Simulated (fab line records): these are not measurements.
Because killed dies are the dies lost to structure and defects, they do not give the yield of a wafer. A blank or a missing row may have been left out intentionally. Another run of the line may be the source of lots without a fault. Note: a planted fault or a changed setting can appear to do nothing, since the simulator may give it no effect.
Chamber matching / flow sky130 / 4 sister chambers for SKY_VIA3_CMP_02 on cmp-01
The step polishes SiO2. 16 wafers are shown with their chamber, then 8 later ones without.

== EACH WAFER AND ITS CHAMBER ==
wafer=L833.1; chamber=1; motor_current_A (A)=13.7; head_pressure_psi (psi)=3.992; slurry_filter_dp_kPa (kPa)=13.31
wafer=L833.3; chamber=0; motor_current_A (A)=13.9; head_pressure_psi (psi)=4.004; slurry_filter_dp_kPa (kPa)=13.66
wafer=L833.4; chamber=3; motor_current_A (A)=13.3; head_pressure_psi (psi)=3.999; slurry_filter_dp_kPa (kPa)=13.74
wafer=L835.1; chamber=1; motor_current_A (A)=14.3; head_pressure_psi (psi)=4.003; slurry_filter_dp_kPa (kPa)=13.49
wafer=L835.3; chamber=2; motor_current_A (A)=11.6; head_pressure_psi (psi)=3.998; slurry_filter_dp_kPa (kPa)=13.81
wafer=L835.5; chamber=3; motor_current_A (A)=13.7; head_pressure_psi (psi)=4.008; slurry_filter_dp_kPa (kPa)=13.34
wafer=L836.1; chamber=1; motor_current_A (A)=13.8; head_pressure_psi (psi)=3.997; slurry_filter_dp_kPa (kPa)=13.70
wafer=L836.2; chamber=2; motor_current_A (A)=11.5; head_pressure_psi (psi)=4.001; slurry_filter_dp_kPa (kPa)=13.42
wafer=L836.3; chamber=3; motor_current_A (A)=13.9; head_pressure_psi (psi)=4.012; slurry_filter_dp_kPa (kPa)=13.48
wafer=L840.2; chamber=0; motor_current_A (A)=13.8; head_pressure_psi (psi)=4.002; slurry_filter_dp_kPa (kPa)=13.53
wafer=L840.5; chamber=0; motor_current_A (A)=14.4; head_pressure_psi (psi)=4.011; slurry_filter_dp_kPa (kPa)=13.46
wafer=L840.6; chamber=1; motor_current_A (A)=13.9; head_pressure_psi (psi)=4.003; slurry_filter_dp_kPa (kPa)=13.27
wafer=L841.3; chamber=2; motor_current_A (A)=11.2; head_pressure_psi (psi)=4.000; slurry_filter_dp_kPa (kPa)=13.33
wafer=L841.5; chamber=2; motor_current_A (A)=11.2; head_pressure_psi (psi)=3.988; slurry_filter_dp_kPa (kPa)=13.73
wafer=L841.6; chamber=3; motor_current_A (A)=13.3; head_pressure_psi (psi)=3.981; slurry_filter_dp_kPa (kPa)=13.43
wafer=L842.2; chamber=1; motor_current_A (A)=14.0; head_pressure_psi (psi)=4.001; slurry_filter_dp_kPa (kPa)=13.28

SIGNATURES, as means of the wafers listed above
reading=motor_current_A; chamber 0=14.033; chamber 1=13.940; chamber 2=11.375; chamber 3=13.550; scatter within a chamber=0.261
reading=head_pressure_psi; chamber 0=4.00567; chamber 1=3.99920; chamber 2=3.99675; chamber 3=4.00000; scatter within a chamber=0.00822
reading=slurry_filter_dp_kPa; chamber 0=13.5500; chamber 1=13.4100; chamber 2=13.5725; chamber 3=13.4975; scatter within a chamber=0.185
Rule: for each reading, subtract the chamber's mean from the wafer's reading, divide by that reading's scatter and square the result; add these up over the readings and take the root, which gives the wafer's distance from the chamber. If the next closest chamber is less than 2 further off than the closest, the wafer can't be placed; otherwise it belongs to the closest. The scatter: the root of (the sum of the squares of (reading less its chamber's mean) over the shown wafers, divided by (wafers less chambers)).

== WAFERS WITH NO CHAMBER GIVEN ==
wafer=L842.5; motor_current_A (A)=14.1; head_pressure_psi (psi)=3.995; slurry_filter_dp_kPa (kPa)=13.66
wafer=L842.6; motor_current_A (A)=14.5; head_pressure_psi (psi)=4.003; slurry_filter_dp_kPa (kPa)=13.70
wafer=L847.1; motor_current_A (A)=13.4; head_pressure_psi (psi)=4.013; slurry_filter_dp_kPa (kPa)=13.44
wafer=L847.2; motor_current_A (A)=10.8; head_pressure_psi (psi)=3.996; slurry_filter_dp_kPa (kPa)=13.56
wafer=L847.4; motor_current_A (A)=14.3; head_pressure_psi (psi)=3.995; slurry_filter_dp_kPa (kPa)=13.47
wafer=L855.4; motor_current_A (A)=13.7; head_pressure_psi (psi)=4.004; slurry_filter_dp_kPa (kPa)=13.65
wafer=L855.5; motor_current_A (A)=13.5; head_pressure_psi (psi)=4.005; slurry_filter_dp_kPa (kPa)=13.32
wafer=L855.6; motor_current_A (A)=13.3; head_pressure_psi (psi)=3.995; slurry_filter_dp_kPa (kPa)=13.48

== WHICH CHAMBER EACH ONE RAN IN ==
wafer=L842.5; from the rows above=can't be placed: 0 or 1 or 3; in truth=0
wafer=L842.6; from the rows above=can't be placed: 0 or 1 or 3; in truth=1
wafer=L847.1; from the rows above=can't be placed: 3 or 0 or 1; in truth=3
wafer=L847.2; from the rows above=2; in truth=2
wafer=L847.4; from the rows above=can't be placed: 1 or 0 or 3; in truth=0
wafer=L855.4; from the rows above=can't be placed: 3 or 0 or 1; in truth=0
wafer=L855.5; from the rows above=can't be placed: 3 or 1 or 0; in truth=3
wafer=L855.6; from the rows above=can't be placed: 3 or 1 or 0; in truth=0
Placed correctly: 1 of 8. Not placeable from these rows: 7 (in 7, the candidates include the true chamber). Wrongly placed: 0.
